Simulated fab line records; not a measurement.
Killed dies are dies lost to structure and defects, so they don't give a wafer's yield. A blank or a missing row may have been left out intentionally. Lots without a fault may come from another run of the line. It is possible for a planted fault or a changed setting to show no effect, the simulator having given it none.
Struck lot and sound lot, side by side	flow sky130	15 steps out of a route of 708
Sound: the wafers L386.1, L386.3, L386.5. Struck: wafer L400.2 (left out: L400.3, L400.5 of the same lot, which were not struck); the cause appears at the end.
Each step with rows lists, per side, the tool, then ch with its chambers, then its first start. Under that, the readings that differ: sound wafers	struck wafers	difference of the means	sigmas: that difference in standard deviations of wafers without a fault.
alike: words and numbers the same on both sides, and readings whose means are apart by under 2 such deviations; not compared: readings that were withheld, readings missing a value for some wafer, numbers with overlapping values and no deviation given by the record, and bounds like >300 which may hide the same value.
The two part at a step that has a row with sigmas, a row that says differs or no value, or rows on one side only. When numbers do not overlap yet have no deviation, they are printed without sigmas and do not part them. A reading missing from all wafers of one side parts the sides only when that side holds two or more wafers.

SKY_SPACER_ETCHBACK_02: etches Si3N4 in CH3F/O2, stops on SiO2, time 46.7 s, target depth 45 nm.
  sound on rie-diel-04 ch 1,2,3, day 25 08:50; struck on rie-diel-04 ch 1, day 29 20:35
  alike: drypump-motor-current-A, oes-product-au, throttle-valve-pct
  not compared: rf-hours-counter-h
then, 8 steps without rows for these wafers: SKY_POLY_CUT_DEHYDRATE_00 (time 60 s); SKY_POLY_CUT_HMDS_01 (prime time 60 s); SKY_POLY_CUT_COAT_02 (resist thk 60 nm); SKY_POLY_CUT_COAT_03 (resist thk 450 nm); SKY_POLY_CUT_SOFTBAKE_04 (time 90 s); SKY_POLY_CUT_EXPOSE_05 (exposes mask NPCM, target cd 270 nm); SKY_POLY_CUT_PEB_06; SKY_POLY_CUT_DEVELOP_07 (develop time 60 s).
SKY_POLY_CUT_CD_MEAS_08: target cd 270 nm.
  struck on cd-sem-02, day 31 00:25; sound on cd-sem-01, day 26 14:23
  alike: cd-nm
SKY_POLY_CUT_OVL_MEAS_09:
  struck on overlay-01, day 31 00:31; sound on overlay-02, day 26 14:31
  alike: POLY_CUT_OVL
SKY_POLY_CUT_ETCH_10: etches BARC in N2/H2, stops on SiO2, time 45.9 s, target depth 60 nm.
  sound on rie-diel-04 ch 0,1, day 26 14:32; struck on rie-diel-03 ch 1, day 31 00:32
  alike: drypump-motor-current-A, oes-product-au, run-length-s, throttle-valve-pct
  not compared: rf-hours-counter-h
SKY_POLY_CUT_ETCH_11: etches Si3N4 in CF4/CH2F2/Ar, stops on poly-Si, time 42.5 s, target depth 60 nm.
  sound on rie-diel-04 ch 0,1, day 26 14:35; struck on rie-diel-03 ch 1, day 31 00:35
reading	sound	struck	difference	sigmas
oes-product-au (a.u.)	0.830 0.816 0.837	0.737	-0.091	-15
run-length-s (s)	70.5 70.1 70.5	81.1	+10.7	+26
model.POLY_CUT.feature-depth-nm (nm)	62.38 61.45 62.4	65.07	+2.99	
model.poly-Si_of_POLY_GATE_CVD_00.thk-nm (nm)	179.7 179.4 180	177.6	-2.1	
  alike: drypump-motor-current-A, throttle-valve-pct
  not compared: rf-hours-counter-h
SKY_POLY_CUT_STRIP_12: strips in O2/N2.
  sound on plasma-asher-03 ch 0, day 26 14:37; struck on plasma-asher-04 ch 0, day 31 00:37
reading	sound	struck	difference	sigmas
drypump-motor-current-A (A)	6.1 6.1 6.1	5.0	-1.1	-2
  alike: oes-product-au, strip-time-to-endpoint-s
  not compared: rf-hours-counter-h
SKY_PAD_OPEN_PROBE_99:
  rows exist in the record for the sound wafers here (prober-01, day 47 12:19), none for the struck ones

WHERE THEY PART
Earliest at SKY_POLY_CUT_ETCH_11; latest, in this record, at SKY_PAD_OPEN_PROBE_99.

WHY: what the simulator had put in
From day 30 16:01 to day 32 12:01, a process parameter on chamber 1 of rie-diel-03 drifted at SKY_POLY_CUT_ETCH_11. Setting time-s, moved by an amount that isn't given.
